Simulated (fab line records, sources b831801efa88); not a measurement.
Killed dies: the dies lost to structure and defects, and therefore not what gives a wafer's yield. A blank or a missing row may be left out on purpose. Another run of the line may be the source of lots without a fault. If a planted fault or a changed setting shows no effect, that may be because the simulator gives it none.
One fault through the eyes of 2 desks    flow sfq line    each desk holds nothing but its own numbers, with what lay behind them at the end

## METROLOGY DESK
What the gauges read, lot by lot, whatever tool the lot ran on: means of the sampled wafers that have a number. If a lot's mean is further than 4 standard deviations from the usual mean, the lot is out of limits and carries the mark OUT (the distance appears in the brackets).
Columns: A = C5_OVL at SFQ_C5_OVL_MEAS_937, usual 4 nm
lot   first seen here  A
L841  day 57 07:03     3
L842  day 57 13:28     4
L843  day 57 19:28     6
L846  day 59 01:53     1
L847  day 59 13:53     -1
L848  day 59 17:29     10
L853  day 61 09:38     10
L854  day 61 18:02     16
L855  day 61 21:38     -2
L858  day 62 18:38     -2
L860  day 63 10:20     -11
L861  day 63 12:44     9
L862  day 63 19:56     6
L863  day 63 22:21     2
L864  day 64 03:08     2
This desk found nothing out of limits on any of the 15 lots.

## FOR THE TOOL OWNER'S DESK: rie metal-02
The tool's own readings at SFQ_TRILAYER_M7_ETCH_METAL_ETCH_180 (etches Nb in Cl2/Ar, stops on SiO2, target depth 240 nm, time 120 s): means of the sampled wafers that have a number, for each lot that ran on this tool. If a lot's mean is further than 4 standard deviations from the usual mean, the lot is out of limits and carries the mark OUT (the distance appears in the brackets).
Columns: A = bias w at SFQ_TRILAYER_M7_ETCH_METAL_ETCH_180, usual 80.04 W; B = drypump motor current A at SFQ_TRILAYER_M7_ETCH_METAL_ETCH_180, usual 5.6 A; C = he backside leak sccm at SFQ_TRILAYER_M7_ETCH_METAL_ETCH_180, usual 3.5 sccm; D = oes product au at SFQ_TRILAYER_M7_ETCH_METAL_ETCH_180, usual 0.895 a.u.
lot   first seen here  A                B    C    D
L846  day 66 18:53     79.96            6.1  3.4  0.891
L848  day 67 06:05     79.96            6.1  3.3  0.896
L853  day 68 13:17     90.28 (+47) OUT  5.8  3.6  0.895
L854  day 68 15:41     90.56 (+48) OUT  5.8  3.4  0.895
L855  day 68 21:41     90.53 (+48) OUT  5.9  3.6  0.898
This desk's verdict: out of limits on L853, L854, L855, starting with L853 at day 68 13:17 (bias w at SFQ_TRILAYER_M7_ETCH_METAL_ETCH_180). L846, L848 stayed within limits.

## TAKEN TOGETHER
The tool owner's desk could have raised an alarm at day 68 13:17, on L853, L854, L855.
At the metrology desk, nothing out of limits was observed.
The metrology desk holds a record of L853, L854, L855, inside its limits.
The lots listed all ran SFQ_TRILAYER_M7_ETCH_METAL_ETCH_180 on rie metal-02.

## WHAT WAS PUT IN BY THE SIMULATOR
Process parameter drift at SFQ_TRILAYER_M7_ETCH_METAL_ETCH_180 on rie metal-02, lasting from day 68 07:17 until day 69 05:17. Setting bias w shifted by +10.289 from 80. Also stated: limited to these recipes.
Lots struck among those shown: L853, L854, L855.
How many hours passed from the start of the fault until each desk's first out-of-limits reading: the tool owner's desk, 6.
